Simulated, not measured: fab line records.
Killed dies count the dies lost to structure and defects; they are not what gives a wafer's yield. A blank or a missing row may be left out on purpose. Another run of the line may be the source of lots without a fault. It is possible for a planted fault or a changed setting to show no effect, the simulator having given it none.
What tool caused it? / flow sky130 / 33 wafers sampled from 11 lots at 1 step of a route of 708

== WHAT THE GAUGES SHOWED, per wafer ==
SKY_FIELD_ISO_CD_MEAS_13: the cd target is 150 nm.
lot=L117; measured=day 2 05:37; on=cdSem-02; cdNm (nm)=147.3 148.6 147.3
lot=L118; measured=day 2 09:01; on=cdSem-01; cdNm (nm)=149.2 148.9 151.0
lot=L119; measured=day 2 15:48; on=cdSem-01; cdNm (nm)=150.3 151.2 150.5
lot=L123; measured=day 3 13:19; on=cdSem-01; cdNm (nm)=151.4 151.8 152.0
lot=L124; measured=day 3 16:49; on=cdSem-01; cdNm (nm)=151.2 151.0 149.4
lot=L125; measured=day 3 23:47; on=cdSem-01; cdNm (nm)=154.1 153.1 152.4
lot=L128; measured=day 4 14:06; on=cdSem-01; cdNm (nm)=150.1 150.5 150.1
lot=L131; measured=day 5 05:49; on=cdSem-01; cdNm (nm)=153.3 154.0 152.1
lot=L132; measured=day 5 10:20; on=cdSem-01; cdNm (nm)=153.2 151.4 151.6
lot=L139; measured=day 7 03:21; on=cdSem-01; cdNm (nm)=150.6 149.0 149.9
lot=L140; measured=day 7 03:52; on=cdSem-01; cdNm (nm)=152.0 150.5 150.5

== EACH LOT AND THE TOOL THAT RAN IT (in order: tool; ch and the chambers of the sampled wafers; start) ==
Before these readings, the record contains no process step.

== THE ANSWER, worked out from the rows above alone ==
Rule: what is usual is taken from the lots themselves. The widest of any qualifying gaps counts: lots, ordered by their means at a reading, are off when they make up no more than a third of the lots, leave a main group of 4 or more, and stand apart from it by 3 or more times the standard deviation of that group's means. A main group whose means are all the same, to the digits that the tables above print for the reading, isn't used. A lot without any number at a reading at which 4 lots or more have one is off too. Any other lot the step has rows for is counted as sound.
No lot is off on any of the readings shown, so nothing can be concluded from this.

== WHAT WAS PUT IN BY THE SIMULATOR ==
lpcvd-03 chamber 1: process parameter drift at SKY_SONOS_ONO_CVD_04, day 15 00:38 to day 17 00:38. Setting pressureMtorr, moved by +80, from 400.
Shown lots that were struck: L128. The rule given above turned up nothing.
